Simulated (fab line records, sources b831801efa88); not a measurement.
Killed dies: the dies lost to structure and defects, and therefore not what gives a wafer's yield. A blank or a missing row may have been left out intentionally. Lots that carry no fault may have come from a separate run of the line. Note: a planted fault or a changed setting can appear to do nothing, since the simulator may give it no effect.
Which tool was responsible? / flow sky130 / 14 lots with 42 wafers sampled at 6 steps, on a route of 708 steps

WHAT EACH GAUGE READ, for each wafer
SKY_SD_P_TW_MEAS_11.
lot=L119; measured=day 25 17:26; on=filmMetro-01; SD_P_TW=2786 2783 2796
lot=L120; measured=day 25 21:56; on=filmMetro-03; SD_P_TW=2819 2802 2829
lot=L121; measured=day 25 23:37; on=filmMetro-03; SD_P_TW=2822 2821 2832
lot=L122; measured=day 26 15:35; on=filmMetro-01; SD_P_TW=2809 2791 2802
lot=L123; measured=day 26 04:29; on=filmMetro-01; SD_P_TW=2807 2800 2809
lot=L129; measured=day 28 16:59; on=filmMetro-02; SD_P_TW=2846 2842 2835
lot=L132; measured=day 29 16:29; on=filmMetro-03; SD_P_TW=2839 2825 2839
lot=L137; measured=day 31 11:05; on=filmMetro-03; SD_P_TW=2798 2796 2818
lot=L138; measured=day 31 20:50; on=filmMetro-03; SD_P_TW=2806 2813 2801
lot=L140; measured=day 32 10:38; on=filmMetro-01; SD_P_TW=2838 2835 2823
lot=L141; measured=day 32 18:47; on=filmMetro-01; SD_P_TW=2833 2836 2836
lot=L142; measured=day 33 10:56; on=filmMetro-01; SD_P_TW=2833 2824 2833

WHICH TOOL RAN EACH LOT (tool, then ch and the chambers of the sampled wafers, then the start)
lot=L119; SKY_FIELD_ISO_ETCH_14=rieDiel-04 ch 0,1,2, day 2 10:47; SKY_FIELD_ISO_ETCH_15=rieDiel-04 ch 0,1,2, day 2 10:50; SKY_FIELD_ISO_STRIP_16=plasmaAsher-01 ch 0,1, day 2 10:53; SKY_POLY_GATE_ETCH_17=rieSi-02 ch 1,3, day 16 18:40; SKY_LDD_LDN_STRIP_12=plasmaAsher-02 ch 0,1, day 23 05:06
lot=L120; SKY_FIELD_ISO_ETCH_14=rieDiel-01 ch 0,3, day 2 11:08; SKY_FIELD_ISO_ETCH_15=rieDiel-01 ch 0,3, day 2 11:11; SKY_FIELD_ISO_STRIP_16=plasmaAsher-01 ch 0,1, day 2 11:14; SKY_POLY_GATE_ETCH_17=rieSi-02 ch 0,2,3, day 16 18:43; SKY_LDD_LDN_STRIP_12=plasmaAsher-04 ch 0,1, day 23 08:43
lot=L121; SKY_FIELD_ISO_ETCH_14=rieDiel-02 ch 0,2,3, day 2 15:14; SKY_FIELD_ISO_ETCH_15=rieDiel-02 ch 0,2,3, day 2 15:17; SKY_FIELD_ISO_STRIP_16=plasmaAsher-03 ch 0,1, day 2 15:20; SKY_POLY_GATE_ETCH_17=rieSi-02 ch 1,2,3, day 16 20:31; SKY_LDD_LDN_STRIP_12=plasmaAsher-04 ch 0,1, day 23 09:05
lot=L122; SKY_FIELD_ISO_ETCH_14=rieDiel-04 ch 2,3, day 2 20:02; SKY_FIELD_ISO_ETCH_15=rieDiel-04 ch 2,3, day 2 20:04; SKY_FIELD_ISO_STRIP_16=plasmaAsher-04 ch 0,1, day 2 20:08; SKY_POLY_GATE_ETCH_17=rieSi-02 ch 0,3, day 17 06:03; SKY_LDD_LDN_STRIP_12=plasmaAsher-03 ch 0,1, day 23 23:01
lot=L123; SKY_FIELD_ISO_ETCH_14=rieDiel-02 ch 0,3, day 3 01:00; SKY_FIELD_ISO_ETCH_15=rieDiel-02 ch 0,3, day 3 01:02; SKY_FIELD_ISO_STRIP_16=plasmaAsher-01 ch 0,1, day 3 01:06; SKY_POLY_GATE_ETCH_17=rieSi-02 ch 1,3, day 17 03:48; SKY_LDD_LDN_STRIP_12=plasmaAsher-04 ch 0,1, day 23 15:14
lot=L128; SKY_FIELD_ISO_ETCH_14=rieDiel-02 ch 1,2,3, day 4 04:54; SKY_FIELD_ISO_ETCH_15=rieDiel-02 ch 1,2,3, day 4 04:56; SKY_FIELD_ISO_STRIP_16=plasmaAsher-04 ch 0,1, day 4 05:00; SKY_POLY_GATE_ETCH_17=-; SKY_LDD_LDN_STRIP_12=-
lot=L129; SKY_FIELD_ISO_ETCH_14=rieDiel-01 ch 2,3, day 4 09:21; SKY_FIELD_ISO_ETCH_15=rieDiel-01 ch 2,3, day 4 09:23; SKY_FIELD_ISO_STRIP_16=plasmaAsher-03 ch 0, day 4 09:27; SKY_POLY_GATE_ETCH_17=rieSi-02 ch 0,1,3, day 19 17:55; SKY_LDD_LDN_STRIP_12=plasmaAsher-02 ch 0,1, day 26 04:17
lot=L131; SKY_FIELD_ISO_ETCH_14=rieDiel-02 ch 0,1, day 4 19:05; SKY_FIELD_ISO_ETCH_15=rieDiel-02 ch 0,1, day 4 19:08; SKY_FIELD_ISO_STRIP_16=plasmaAsher-04 ch 0,1, day 4 19:11; SKY_POLY_GATE_ETCH_17=-; SKY_LDD_LDN_STRIP_12=-
lot=L132; SKY_FIELD_ISO_ETCH_14=rieDiel-01 ch 0,2,3, day 4 23:45; SKY_FIELD_ISO_ETCH_15=rieDiel-01 ch 0,2,3, day 4 23:47; SKY_FIELD_ISO_STRIP_16=plasmaAsher-03 ch 0,1, day 4 23:51; SKY_POLY_GATE_ETCH_17=rieSi-01 ch 1,2,3, day 20 19:06; SKY_LDD_LDN_STRIP_12=plasmaAsher-03 ch 0,1, day 27 05:35
lot=L137; SKY_FIELD_ISO_ETCH_14=rieDiel-01 ch 0,3, day 6 03:23; SKY_FIELD_ISO_ETCH_15=rieDiel-01 ch 0,3, day 6 03:25; SKY_FIELD_ISO_STRIP_16=plasmaAsher-01 ch 0,1, day 6 03:28; SKY_POLY_GATE_ETCH_17=rieSi-02 ch 1,2,3, day 22 18:16; SKY_LDD_LDN_STRIP_12=plasmaAsher-03 ch 0,1, day 29 00:29
lot=L138; SKY_FIELD_ISO_ETCH_14=rieDiel-01 ch 1,2, day 6 06:41; SKY_FIELD_ISO_ETCH_15=rieDiel-01 ch 1,2, day 6 06:44; SKY_FIELD_ISO_STRIP_16=plasmaAsher-04 ch 0,1, day 6 06:47; SKY_POLY_GATE_ETCH_17=rieSi-01 ch 0,2,3, day 23 05:19; SKY_LDD_LDN_STRIP_12=plasmaAsher-03 ch 0,1, day 29 10:56
lot=L140; SKY_FIELD_ISO_ETCH_14=rieDiel-04 ch 0,1,2, day 6 17:45; SKY_FIELD_ISO_ETCH_15=rieDiel-04 ch 0,1,2, day 6 17:47; SKY_FIELD_ISO_STRIP_16=plasmaAsher-04 ch 0,1, day 6 17:51; SKY_POLY_GATE_ETCH_17=rieSi-01 ch 1,2,3, day 23 18:07; SKY_LDD_LDN_STRIP_12=plasmaAsher-02 ch 0,1, day 29 22:43
lot=L141; SKY_FIELD_ISO_ETCH_14=rieDiel-04 ch 0,1,3, day 7 01:35; SKY_FIELD_ISO_ETCH_15=rieDiel-04 ch 0,1,3, day 7 01:38; SKY_FIELD_ISO_STRIP_16=plasmaAsher-01 ch 0,1, day 7 01:41; SKY_POLY_GATE_ETCH_17=rieSi-02 ch 0,1,2, day 24 06:48; SKY_LDD_LDN_STRIP_12=plasmaAsher-02 ch 0, day 30 09:19
lot=L142; SKY_FIELD_ISO_ETCH_14=rieDiel-04 ch 0,1,3, day 7 09:32; SKY_FIELD_ISO_ETCH_15=rieDiel-04 ch 0,1,3, day 7 09:35; SKY_FIELD_ISO_STRIP_16=plasmaAsher-01 ch 0,1, day 7 09:40; SKY_POLY_GATE_ETCH_17=rieSi-01 ch 0,3, day 25 02:36; SKY_LDD_LDN_STRIP_12=plasmaAsher-03 ch 0,1, day 31 03:02
- SKY_FIELD_ISO_ETCH_14: etches BARC in N2/H2, stops on SiO2, time 45.9 s, target depth 60 nm.
- SKY_FIELD_ISO_ETCH_15: etches the open film in CHF3/O2, stops on Si, target depth 180 nm, time 72 s.
- SKY_FIELD_ISO_STRIP_16: strips in O2/N2.
- SKY_POLY_GATE_ETCH_17: etches poly-Si in HBr/Cl2, stops on SiO2, target depth 180 nm, time 70.5 s.
- SKY_LDD_LDN_STRIP_12: strips in O2/N2.

AS READ BY THE TOOLS THEMSELVES (means over the sampled wafers that have a number; for cases with no such wafer, the mark the record gives instead)
SKY_FIELD_ISO_ETCH_14.
lot=L119; tool=rieDiel-04; chamberPressureMTorr (mTorr)=29.998; drypumpMotorCurrentA (A)=5.9; oesProductAu (a.u.)=0.865; runLengthS (s)=73.9; throttleValvePct (%)=13.225
lot=L120; tool=rieDiel-01; chamberPressureMTorr (mTorr)=29.996; drypumpMotorCurrentA (A)=6.1; oesProductAu (a.u.)=0.859; runLengthS (s)=74.7; throttleValvePct (%)=13.233
lot=L121; tool=rieDiel-02; chamberPressureMTorr (mTorr)=29.979; drypumpMotorCurrentA (A)=5.5; oesProductAu (a.u.)=0.865; runLengthS (s)=73.8; throttleValvePct (%)=13.227
lot=L122; tool=rieDiel-04; chamberPressureMTorr (mTorr)=30.012; drypumpMotorCurrentA (A)=5.5; oesProductAu (a.u.)=0.865; runLengthS (s)=74.2; throttleValvePct (%)=13.224
lot=L123; tool=rieDiel-02; chamberPressureMTorr (mTorr)=30.002; drypumpMotorCurrentA (A)=5.4; oesProductAu (a.u.)=0.863; runLengthS (s)=73.6; throttleValvePct (%)=13.223
lot=L128; tool=rieDiel-02; chamberPressureMTorr (mTorr)=29.976; drypumpMotorCurrentA (A)=5.5; oesProductAu (a.u.)=0.983; runLengthS (s)=33.6; throttleValvePct (%)=13.236
lot=L129; tool=rieDiel-01; chamberPressureMTorr (mTorr)=30.022; drypumpMotorCurrentA (A)=6.1; oesProductAu (a.u.)=0.862; runLengthS (s)=74.3; throttleValvePct (%)=13.227
lot=L131; tool=rieDiel-02; chamberPressureMTorr (mTorr)=29.975; drypumpMotorCurrentA (A)=5.8; oesProductAu (a.u.)=1.008; runLengthS (s)=33.2; throttleValvePct (%)=13.254
lot=L132; tool=rieDiel-01; chamberPressureMTorr (mTorr)=30.022; drypumpMotorCurrentA (A)=6.1; oesProductAu (a.u.)=0.864; runLengthS (s)=74.4; throttleValvePct (%)=13.223
lot=L137; tool=rieDiel-01; chamberPressureMTorr (mTorr)=30.001; drypumpMotorCurrentA (A)=6.1; oesProductAu (a.u.)=0.867; runLengthS (s)=74.7; throttleValvePct (%)=13.215
lot=L138; tool=rieDiel-01; chamberPressureMTorr (mTorr)=29.995; drypumpMotorCurrentA (A)=5.8; oesProductAu (a.u.)=0.857; runLengthS (s)=73.3; throttleValvePct (%)=13.235
lot=L140; tool=rieDiel-04; chamberPressureMTorr (mTorr)=29.991; drypumpMotorCurrentA (A)=5.9; oesProductAu (a.u.)=0.863; runLengthS (s)=74.2; throttleValvePct (%)=13.229
lot=L141; tool=rieDiel-04; chamberPressureMTorr (mTorr)=30.017; drypumpMotorCurrentA (A)=5.4; oesProductAu (a.u.)=0.862; runLengthS (s)=74.0; throttleValvePct (%)=13.226
lot=L142; tool=rieDiel-04; chamberPressureMTorr (mTorr)=30.010; drypumpMotorCurrentA (A)=5.4; oesProductAu (a.u.)=0.859; runLengthS (s)=74.2; throttleValvePct (%)=13.230

SKY_FIELD_ISO_ETCH_15.
lot=L119; tool=rieDiel-04; chamberPressureMTorr (mTorr)=39.99; chf3FlowSccm (sccm)=49.93; drypumpMotorCurrentA (A)=5.9; oesProductAu (a.u.)=0.960; runLengthS (s)=100.2; throttleValvePct (%)=8.852
lot=L120; tool=rieDiel-01; chamberPressureMTorr (mTorr)=39.97; chf3FlowSccm (sccm)=50.02; drypumpMotorCurrentA (A)=6.0; oesProductAu (a.u.)=0.962; runLengthS (s)=100.9; throttleValvePct (%)=8.849
lot=L121; tool=rieDiel-02; chamberPressureMTorr (mTorr)=39.97; chf3FlowSccm (sccm)=50.00; drypumpMotorCurrentA (A)=5.5; oesProductAu (a.u.)=0.943; runLengthS (s)=99.9; throttleValvePct (%)=8.851
lot=L122; tool=rieDiel-04; chamberPressureMTorr (mTorr)=40.02; chf3FlowSccm (sccm)=50.04; drypumpMotorCurrentA (A)=5.5; oesProductAu (a.u.)=0.949; runLengthS (s)=100.4; throttleValvePct (%)=8.846
lot=L123; tool=rieDiel-02; chamberPressureMTorr (mTorr)=40.01; chf3FlowSccm (sccm)=50.11; drypumpMotorCurrentA (A)=5.4; oesProductAu (a.u.)=0.947; runLengthS (s)=99.8; throttleValvePct (%)=8.846
lot=L128; tool=rieDiel-02; chamberPressureMTorr (mTorr)=40.00; chf3FlowSccm (sccm)=50.19; drypumpMotorCurrentA (A)=5.5; oesProductAu (a.u.)=0.372; runLengthS (s)=100.3; throttleValvePct (%)=8.670
lot=L129; tool=rieDiel-01; chamberPressureMTorr (mTorr)=39.98; chf3FlowSccm (sccm)=50.21; drypumpMotorCurrentA (A)=6.1; oesProductAu (a.u.)=0.947; runLengthS (s)=100.5; throttleValvePct (%)=8.853
lot=L131; tool=rieDiel-02; chamberPressureMTorr (mTorr)=39.99; chf3FlowSccm (sccm)=50.07; drypumpMotorCurrentA (A)=5.8; oesProductAu (a.u.)=0.372; runLengthS (s)=100.1; throttleValvePct (%)=8.669
lot=L132; tool=rieDiel-01; chamberPressureMTorr (mTorr)=40.01; chf3FlowSccm (sccm)=49.99; drypumpMotorCurrentA (A)=6.1; oesProductAu (a.u.)=0.943; runLengthS (s)=100.7; throttleValvePct (%)=8.858
lot=L137; tool=rieDiel-01; chamberPressureMTorr (mTorr)=40.00; chf3FlowSccm (sccm)=50.06; drypumpMotorCurrentA (A)=6.1; oesProductAu (a.u.)=0.952; runLengthS (s)=101.0; throttleValvePct (%)=8.838
lot=L138; tool=rieDiel-01; chamberPressureMTorr (mTorr)=40.01; chf3FlowSccm (sccm)=50.01; drypumpMotorCurrentA (A)=5.8; oesProductAu (a.u.)=0.950; runLengthS (s)=99.4; throttleValvePct (%)=8.839
lot=L140; tool=rieDiel-04; chamberPressureMTorr (mTorr)=39.99; chf3FlowSccm (sccm)=50.07; drypumpMotorCurrentA (A)=5.9; oesProductAu (a.u.)=0.947; runLengthS (s)=100.1; throttleValvePct (%)=8.848
lot=L141; tool=rieDiel-04; chamberPressureMTorr (mTorr)=40.03; chf3FlowSccm (sccm)=49.99; drypumpMotorCurrentA (A)=5.4; oesProductAu (a.u.)=0.943; runLengthS (s)=100.2; throttleValvePct (%)=8.833
lot=L142; tool=rieDiel-04; chamberPressureMTorr (mTorr)=40.01; chf3FlowSccm (sccm)=49.94; drypumpMotorCurrentA (A)=5.4; oesProductAu (a.u.)=0.946; runLengthS (s)=100.3; throttleValvePct (%)=8.846

SKY_FIELD_ISO_STRIP_16.
lot=L119; tool=plasmaAsher-01; chamberPressureMTorr (mTorr)=1501.4; drypumpMotorCurrentA (A)=5.8; oesProductAu (a.u.)=0.380; stripTimeToEndpointS (s)=3.553
lot=L120; tool=plasmaAsher-01; chamberPressureMTorr (mTorr)=1499.7; drypumpMotorCurrentA (A)=5.8; oesProductAu (a.u.)=0.376; stripTimeToEndpointS (s)=3.549
lot=L121; tool=plasmaAsher-03; chamberPressureMTorr (mTorr)=1500.1; drypumpMotorCurrentA (A)=4.9; oesProductAu (a.u.)=0.380; stripTimeToEndpointS (s)=3.554
lot=L122; tool=plasmaAsher-04; chamberPressureMTorr (mTorr)=1499.6; drypumpMotorCurrentA (A)=5.7; oesProductAu (a.u.)=0.382; stripTimeToEndpointS (s)=3.571
lot=L123; tool=plasmaAsher-01; chamberPressureMTorr (mTorr)=1499.4; drypumpMotorCurrentA (A)=5.8; oesProductAu (a.u.)=0.381; stripTimeToEndpointS (s)=3.576
lot=L128; tool=plasmaAsher-04; chamberPressureMTorr (mTorr)=1499.9; drypumpMotorCurrentA (A)=5.7; oesProductAu (a.u.)=0.394; stripTimeToEndpointS (s)=3.980
lot=L129; tool=plasmaAsher-03; chamberPressureMTorr (mTorr)=1499.6; drypumpMotorCurrentA (A)=4.8; oesProductAu (a.u.)=0.381; stripTimeToEndpointS (s)=3.554
lot=L131; tool=plasmaAsher-04; chamberPressureMTorr (mTorr)=1500.0; drypumpMotorCurrentA (A)=5.7; oesProductAu (a.u.)=0.402; stripTimeToEndpointS (s)=3.948
lot=L132; tool=plasmaAsher-03; chamberPressureMTorr (mTorr)=1498.0; drypumpMotorCurrentA (A)=4.9; oesProductAu (a.u.)=0.383; stripTimeToEndpointS (s)=3.582
lot=L137; tool=plasmaAsher-01; chamberPressureMTorr (mTorr)=1500.7; drypumpMotorCurrentA (A)=5.9; oesProductAu (a.u.)=0.377; stripTimeToEndpointS (s)=3.530
lot=L138; tool=plasmaAsher-04; chamberPressureMTorr (mTorr)=1499.0; drypumpMotorCurrentA (A)=5.7; oesProductAu (a.u.)=0.379; stripTimeToEndpointS (s)=3.548
lot=L140; tool=plasmaAsher-04; chamberPressureMTorr (mTorr)=1500.3; drypumpMotorCurrentA (A)=5.6; oesProductAu (a.u.)=0.384; stripTimeToEndpointS (s)=3.589
lot=L141; tool=plasmaAsher-01; chamberPressureMTorr (mTorr)=1499.4; drypumpMotorCurrentA (A)=5.8; oesProductAu (a.u.)=0.379; stripTimeToEndpointS (s)=3.522
lot=L142; tool=plasmaAsher-01; chamberPressureMTorr (mTorr)=1499.4; drypumpMotorCurrentA (A)=5.8; oesProductAu (a.u.)=0.384; stripTimeToEndpointS (s)=3.548

SKY_POLY_GATE_ETCH_17.
lot=L119; tool=rieSi-02; chamberPressureMTorr (mTorr)=10.001; drypumpMotorCurrentA (A)=5.6; oesProductAu (a.u.)=0.992; runLengthS (s)=98.6; throttleValvePct (%)=33.694
lot=L120; tool=rieSi-02; chamberPressureMTorr (mTorr)=10.008; drypumpMotorCurrentA (A)=5.5; oesProductAu (a.u.)=0.991; runLengthS (s)=98.7; throttleValvePct (%)=33.681
lot=L121; tool=rieSi-02; chamberPressureMTorr (mTorr)=9.996; drypumpMotorCurrentA (A)=5.6; oesProductAu (a.u.)=0.999; runLengthS (s)=98.6; throttleValvePct (%)=33.685
lot=L122; tool=rieSi-02; chamberPressureMTorr (mTorr)=10.010; drypumpMotorCurrentA (A)=5.5; oesProductAu (a.u.)=1.005; runLengthS (s)=98.7; throttleValvePct (%)=33.680
lot=L123; tool=rieSi-02; chamberPressureMTorr (mTorr)=10.000; drypumpMotorCurrentA (A)=5.6; oesProductAu (a.u.)=0.997; runLengthS (s)=98.9; throttleValvePct (%)=33.690
lot=L129; tool=rieSi-02; chamberPressureMTorr (mTorr)=10.001; drypumpMotorCurrentA (A)=5.4; oesProductAu (a.u.)=0.978; runLengthS (s)=98.5; throttleValvePct (%)=33.688
lot=L132; tool=rieSi-01; chamberPressureMTorr (mTorr)=10.002; drypumpMotorCurrentA (A)=6.0; oesProductAu (a.u.)=0.986; runLengthS (s)=98.7; throttleValvePct (%)=33.685
lot=L137; tool=rieSi-02; chamberPressureMTorr (mTorr)=10.005; drypumpMotorCurrentA (A)=5.6; oesProductAu (a.u.)=0.982; runLengthS (s)=98.7; throttleValvePct (%)=33.677
lot=L138; tool=rieSi-01; chamberPressureMTorr (mTorr)=10.005; drypumpMotorCurrentA (A)=5.7; oesProductAu (a.u.)=0.983; runLengthS (s)=98.8; throttleValvePct (%)=33.680
lot=L140; tool=rieSi-01; chamberPressureMTorr (mTorr)=10.008; drypumpMotorCurrentA (A)=6.0; oesProductAu (a.u.)=0.988; runLengthS (s)=99.0; throttleValvePct (%)=33.683
lot=L141; tool=rieSi-02; chamberPressureMTorr (mTorr)=9.997; drypumpMotorCurrentA (A)=5.5; oesProductAu (a.u.)=0.998; runLengthS (s)=98.5; throttleValvePct (%)=33.687
lot=L142; tool=rieSi-01; chamberPressureMTorr (mTorr)=10.003; drypumpMotorCurrentA (A)=5.4; oesProductAu (a.u.)=0.992; runLengthS (s)=99.0; throttleValvePct (%)=33.687

SKY_LDD_LDN_STRIP_12.
lot=L119; tool=plasmaAsher-02; chamberPressureMTorr (mTorr)=1500.3; drypumpMotorCurrentA (A)=5.7; oesProductAu (a.u.)=0.720; stripTimeToEndpointS (s)=14.15
lot=L120; tool=plasmaAsher-04; chamberPressureMTorr (mTorr)=1498.7; drypumpMotorCurrentA (A)=5.7; oesProductAu (a.u.)=0.712; stripTimeToEndpointS (s)=14.16
lot=L121; tool=plasmaAsher-04; chamberPressureMTorr (mTorr)=1499.7; drypumpMotorCurrentA (A)=5.6; oesProductAu (a.u.)=0.717; stripTimeToEndpointS (s)=14.14
lot=L122; tool=plasmaAsher-03; chamberPressureMTorr (mTorr)=1499.4; drypumpMotorCurrentA (A)=4.9; oesProductAu (a.u.)=0.711; stripTimeToEndpointS (s)=14.08
lot=L123; tool=plasmaAsher-04; chamberPressureMTorr (mTorr)=1499.7; drypumpMotorCurrentA (A)=5.7; oesProductAu (a.u.)=0.717; stripTimeToEndpointS (s)=14.13
lot=L129; tool=plasmaAsher-02; chamberPressureMTorr (mTorr)=1500.0; drypumpMotorCurrentA (A)=5.7; oesProductAu (a.u.)=0.716; stripTimeToEndpointS (s)=14.14
lot=L132; tool=plasmaAsher-03; chamberPressureMTorr (mTorr)=1501.8; drypumpMotorCurrentA (A)=4.9; oesProductAu (a.u.)=0.718; stripTimeToEndpointS (s)=14.14
lot=L137; tool=plasmaAsher-03; chamberPressureMTorr (mTorr)=1498.9; drypumpMotorCurrentA (A)=4.9; oesProductAu (a.u.)=0.716; stripTimeToEndpointS (s)=14.18
lot=L138; tool=plasmaAsher-03; chamberPressureMTorr (mTorr)=1501.5; drypumpMotorCurrentA (A)=4.9; oesProductAu (a.u.)=0.719; stripTimeToEndpointS (s)=14.20
lot=L140; tool=plasmaAsher-02; chamberPressureMTorr (mTorr)=1500.4; drypumpMotorCurrentA (A)=5.7; oesProductAu (a.u.)=0.711; stripTimeToEndpointS (s)=14.15
lot=L141; tool=plasmaAsher-02; chamberPressureMTorr (mTorr)=1500.4; drypumpMotorCurrentA (A)=6.1; oesProductAu (a.u.)=0.720; stripTimeToEndpointS (s)=14.19
lot=L142; tool=plasmaAsher-03; chamberPressureMTorr (mTorr)=1499.8; drypumpMotorCurrentA (A)=4.9; oesProductAu (a.u.)=0.712; stripTimeToEndpointS (s)=14.18

THE ANSWER, worked out from the rows above alone
Rule: what is usual is taken from the lots themselves. The widest of any qualifying gaps counts: lots, ordered by their means at a reading, are off when they make up no more than a third of the lots, leave a main group of 4 or more, and stand apart from it by 3 or more times the standard deviation of that group's means. A main group is skipped when, at the precision printed for the reading in the tables above, its means are all equal. A lot without any number at a reading at which 4 lots or more have one is off too. Where the step has rows for the other lots, those lots are counted as sound. After the gauges, taken in route order, come the tools' own readings; for these a lot's mean is taken, as printed above. The first step at which some lot is off is used, and at that step the reading that is off furthest; a lot without a number counts as furthest.
Off, at SKY_FIELD_ISO_ETCH_14 on runLengthS: L128, L131. Main group: mean 74.1 s, sd 0.4.
A tool fits if, at that step or a process step before it, it ran every lot that is off, and no sound lot after the first of them. One candidate fits, namely rieDiel-02 at SKY_FIELD_ISO_ETCH_14. Its last sound lot is L123 (day 3 01:00), its first lot that is off L128 (day 4 04:54): a fault that began between those two fits.
The tool's own readings at SKY_FIELD_ISO_ETCH_14 bear it out: on the lots that are off they differ by more than 5 times the standard deviation of the sound lots' means. oesProductAu reads 0.996 a.u. there against 0.863 a.u. on the sound lots; runLengthS reads 33.4 s there against 74.1 s on the sound lots.

WHAT THE SIMULATOR HAD PUT IN
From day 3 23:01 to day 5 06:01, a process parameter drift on rieDiel-02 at SKY_FIELD_ISO_ETCH_14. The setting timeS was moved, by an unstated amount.
Struck lots among those shown: L128, L131. Same finding as the rule above.
